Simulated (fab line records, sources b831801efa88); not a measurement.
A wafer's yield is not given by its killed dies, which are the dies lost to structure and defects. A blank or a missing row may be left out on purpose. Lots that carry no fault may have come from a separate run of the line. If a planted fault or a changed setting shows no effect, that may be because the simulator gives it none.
The tool behind it: which one? + flow sky130 + Sampling: 13 lots, 39 wafers, 5 of 708 route steps

== WHAT EACH GAUGE READ, for each wafer ==
SKY_POLY_GATE_THK_MEAS_04. Usual: POLY_GATE_CVD_03_THK gives 75.0 nm (standard deviation 0.68).
| lot  | measured     | on            | POLY_GATE_CVD_03_THK (nm) | flag |
|------|--------------|---------------|---------------------------|------|
| L301 | day 16 03:12 | film metro-01 | 76.3 75.8 76.0            |      |
| L302 | day 16 08:37 | film metro-02 | 75.1 76.4 75.6            |      |
| L304 | day 17 06:15 | film metro-01 | 76.4 76.0 75.9            |      |
| L305 | day 17 13:28 | film metro-01 | 74.2 74.1 74.5            |      |
| L306 | day 17 14:48 | film metro-04 | 72.9 74.0 73.6            |      |
| L307 | day 17 23:59 | film metro-01 | 75.1 76.0 75.3            |      |
| L308 | day 18 19:10 | film metro-02 | 75.2 75.3 75.1            |      |
| L309 | day 18 21:03 | film metro-01 | 75.9 75.6 75.8            |      |
| L310 | day 19 04:17 | film metro-01 | 74.5 74.8 75.4            |      |
| L317 | day 21 15:50 | film metro-04 | 74.0 74.2 74.6            |      |
| L321 | day 22 20:27 | film metro-04 | 74.0 74.3 74.5            |      |
| L322 | day 23 14:23 | film metro-02 | 75.5 74.7 75.0            |      |
| L323 | day 23 16:47 | film metro-02 | 75.2 75.3 75.1            |      |

SKY_POLY_CUT_CD_MEAS_08: the cd target is 270 nm. Usual: cd nm 269.6 nm, standard deviation 1.4.
| lot  | measured     | on        | cd nm (nm)        | flag |
|------|--------------|-----------|-------------------|------|
| L301 | day 25 09:02 | cd sem-01 | 271.1 271.4 270.8 |      |
| L302 | day 25 12:44 | cd sem-02 | 270.9 270.5 271.1 |      |
| L304 | day 26 15:01 | cd sem-01 | 268.7 267.4 267.2 |      |
| L305 | day 26 17:55 | cd sem-01 | 267.9 267.9 267.4 |      |
| L306 | day 26 21:22 | cd sem-01 | 268.7 270.5 270.3 |      |
| L307 | day 27 04:34 | cd sem-01 | 269.8 270.1 269.8 |      |
| L308 | day 28 02:22 | cd sem-01 | 269.5 270.1 270.6 |      |
| L309 | day 28 03:20 | cd sem-02 | 269.6 269.3 269.0 |      |
| L310 | day 28 08:34 | cd sem-01 | 269.2 270.3 269.2 |      |
| L317 | day 30 15:16 | cd sem-01 | 270.2 270.1 271.8 |      |
| L321 | day 31 21:42 | cd sem-01 | 271.9 270.7 269.8 |      |
| L322 | day 32 11:20 | cd sem-02 | 267.3 267.3 267.6 |      |
| L323 | day 32 13:17 | cd sem-01 | 270.6 269.3 269.9 |      |

SKY_LI_CONTACT_CD_MEAS_12: the cd target is 170 nm. Usual: cd nm 169.7 nm, standard deviation 1.3.
| lot  | measured     | on        | cd nm (nm)        | flag |
|------|--------------|-----------|-------------------|------|
| L301 | day 30 09:02 | cd sem-01 | 169.3 168.7 169.8 |      |
| L302 | day 30 13:39 | cd sem-01 | 170.6 169.9 169.3 |      |
| L304 | day 31 13:35 | cd sem-01 | 170.4 169.9 170.1 |      |
| L305 | day 31 16:57 | cd sem-01 | 170.3 170.8 171.1 |      |
| L306 | day 31 20:55 | cd sem-01 | 171.5 171.3 170.9 |      |
| L307 | day 32 01:59 | cd sem-02 | 171.0 168.1 168.3 |      |
| L308 | day 32 23:30 | cd sem-02 | 170.4 169.9 170.3 |      |
| L309 | day 33 00:02 | cd sem-02 | 168.6 169.4 168.5 |      |
| L310 | day 33 04:40 | cd sem-01 | 148.1 148.7 149.3 | OFF  |
| L317 | day 35 10:11 | cd sem-01 | 168.6 169.2 169.4 |      |
| L321 | day 36 13:18 | cd sem-02 | 167.2 167.5 167.2 |      |
| L322 | day 37 03:10 | cd sem-01 | 170.6 170.0 169.1 |      |
| L323 | day 37 03:58 | cd sem-02 | 170.0 170.0 170.3 |      |

SKY_CONTACT_BOW_MEAS_05. Usual: CONTACT_BOW gives 81 um (standard deviation 6.3).
| lot  | measured     | on            | CONTACT_BOW (um) | flag |
|------|--------------|---------------|------------------|------|
| L301 | day 31 16:23 | film metro-04 | 88 79 97         |      |
| L302 | day 31 21:25 | film metro-04 | 77 81 80         |      |
| L304 | day 32 21:05 | film metro-02 | 74 75 83         |      |
| L305 | day 33 00:37 | film metro-04 | 77 76 85         |      |
| L306 | day 33 04:04 | film metro-04 | 87 75 79         |      |
| L307 | day 33 08:07 | film metro-04 | 71 73 76         |      |
| L308 | day 34 05:56 | film metro-04 | 86 89 76         |      |
| L309 | day 34 06:36 | film metro-03 | 84 75 71         |      |
| L310 | day 34 11:52 | film metro-03 | 75 73 67         |      |
| L317 | day 36 16:13 | film metro-04 | 85 88 81         |      |
| L321 | day 37 18:13 | film metro-04 | 83 83 81         |      |
| L322 | day 38 08:26 | film metro-03 | 80 81 79         |      |
| L323 | day 38 10:16 | film metro-02 | 84 75 77         |      |

== WHICH TOOL RAN EACH LOT (tool, then ch and the chambers of the sampled wafers, then the start) ==
| lot  | SKY_LI_CONTACT_EXPOSE_09          |
|------|-----------------------------------|
| L301 | krf scanner-01 ch 0, day 29 17:34 |
| L302 | krf scanner-02 ch 0, day 29 22:58 |
| L304 | krf scanner-02 ch 0, day 30 22:16 |
| L305 | krf scanner-01 ch 0, day 31 01:24 |
| L306 | krf scanner-02 ch 0, day 31 06:55 |
| L307 | krf scanner-01 ch 0, day 31 13:07 |
| L308 | krf scanner-02 ch 0, day 32 08:36 |
| L309 | krf scanner-02 ch 0, day 32 09:28 |
| L310 | krf scanner-01 ch 0, day 32 16:02 |
| L317 | krf scanner-01 ch 0, day 34 19:41 |
| L321 | krf scanner-01 ch 0, day 35 23:25 |
| L322 | krf scanner-02 ch 0, day 36 14:53 |
| L323 | krf scanner-01 ch 0, day 36 15:43 |
- SKY_LI_CONTACT_EXPOSE_09: exposes mask LICM1, target cd 170 nm.

== AS READ BY THE TOOLS THEMSELVES (means over the sampled wafers that have a number; for cases with no such wafer, the mark the record gives instead) ==
The record holds no such reading with a usual standard deviation.

== THE ANSWER, worked out from the rows above alone ==
Rule: a lot counts as off when the mean over its wafers that have a number is more than 3 standard deviations away from the usual mean. Also off: a lot with no number at a reading for which 4 or more lots have one. All remaining lots with rows at the step are treated as sound. Order of review: gauges by route order, followed by the tools' own readings, for which a lot's mean as printed above is used. At the first step where some lot is off, the reading lying furthest off is the one used; lots without a number count as furthest.
Off: L310, at SKY_LI_CONTACT_CD_MEAS_12 (cd nm).
If a tool, at a process step before that reading, ran all the lots that are off and no sound lot after the first of them, it fits. Those tools and the gauges at SKY_LI_CONTACT_CD_MEAS_12 are tried in the same way. Not one of the candidates tried fits.

== WHAT THE SIMULATOR HAD INSERTED ==
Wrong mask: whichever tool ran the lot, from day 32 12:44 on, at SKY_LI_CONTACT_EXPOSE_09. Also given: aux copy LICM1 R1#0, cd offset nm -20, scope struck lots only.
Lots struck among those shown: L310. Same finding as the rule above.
